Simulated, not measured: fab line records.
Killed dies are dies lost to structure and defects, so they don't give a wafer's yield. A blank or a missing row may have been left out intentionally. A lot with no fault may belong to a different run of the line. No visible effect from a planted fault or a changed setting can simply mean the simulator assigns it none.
2 desks looking at one fault ; flow sky130 ; each desk holds nothing but its own numbers, with what lay behind them at the end

AT THE METROLOGY DESK
Means of the sampled wafers that have a number, per lot and without regard to the tool the lot ran on: this is what the gauges read. A lot is out of limits, marked OUT, if its mean lies more than 4 standard deviations from the usual mean; the brackets give that distance.
Columns: A = LDD_N_TW at SKY_LDD_N_TW_MEAS_17, usual 2587; B = cd nm at SKY_LDD_P_CD_MEAS_07, usual 380.5 nm
lot;first seen here;A;B
L804;day 18 02:29;2626;382.5
L810;day 21 13:30;2571;375.9
L811;day 21 20:35;2641;376.8
L816;day 22 21:56;2622;380.4
L820;day 24 14:21;2643;379.7
L823;day 25 03:33;2564;383.6
Result from this desk: across the 6 lots, nothing is out of limits.

FOR THE TOOL OWNER'S DESK: litho track-01
Per lot that ran on this tool, the mean of the sampled wafers carrying a number, from the tool's own readings at SKY_LDD_P_SOFTBAKE_03 (time 60 s). A lot is out of limits, marked OUT, if its mean lies more than 4 standard deviations from the usual mean; the brackets give that distance.
Columns: A = exhaust pa at SKY_LDD_P_SOFTBAKE_03, usual 45.1 Pa; B = heater power total W at SKY_LDD_P_SOFTBAKE_03, usual 56.60 W; C = run length s at SKY_LDD_P_SOFTBAKE_03, usual 89.26 s
lot;first seen here;A;B;C
L804;day 18 18:10;45.1;56.63;89.43
L810;day 22 04:20;43.8;62.95 (+99 or more) OUT;73.06 (-60) OUT
L811;day 22 11:32;45.2;62.97 (+99 or more) OUT;73.08 (-60) OUT
This desk's verdict: out of limits on L810, L811, starting with L810 at day 22 04:20 (heater power total W at SKY_LDD_P_SOFTBAKE_03). L804 stayed within limits.

ALL TOGETHER
An alarm could have come from the tool owner's desk at day 22 04:20, on L810, L811.
From the metrology desk's view, nothing was out of limits.
The metrology desk holds a record of L810, L811, inside its limits.
Of the lots named, all ran SKY_LDD_P_SOFTBAKE_03 on litho track-01.

WHAT THE SIMULATOR HAD INSERTED
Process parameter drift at SKY_LDD_P_SOFTBAKE_03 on litho track-01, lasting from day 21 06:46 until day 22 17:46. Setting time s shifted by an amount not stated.
Struck lots among those shown: L810, L811.
How many hours passed from the start of the fault until each desk's first out-of-limits reading: the tool owner's desk, 22.
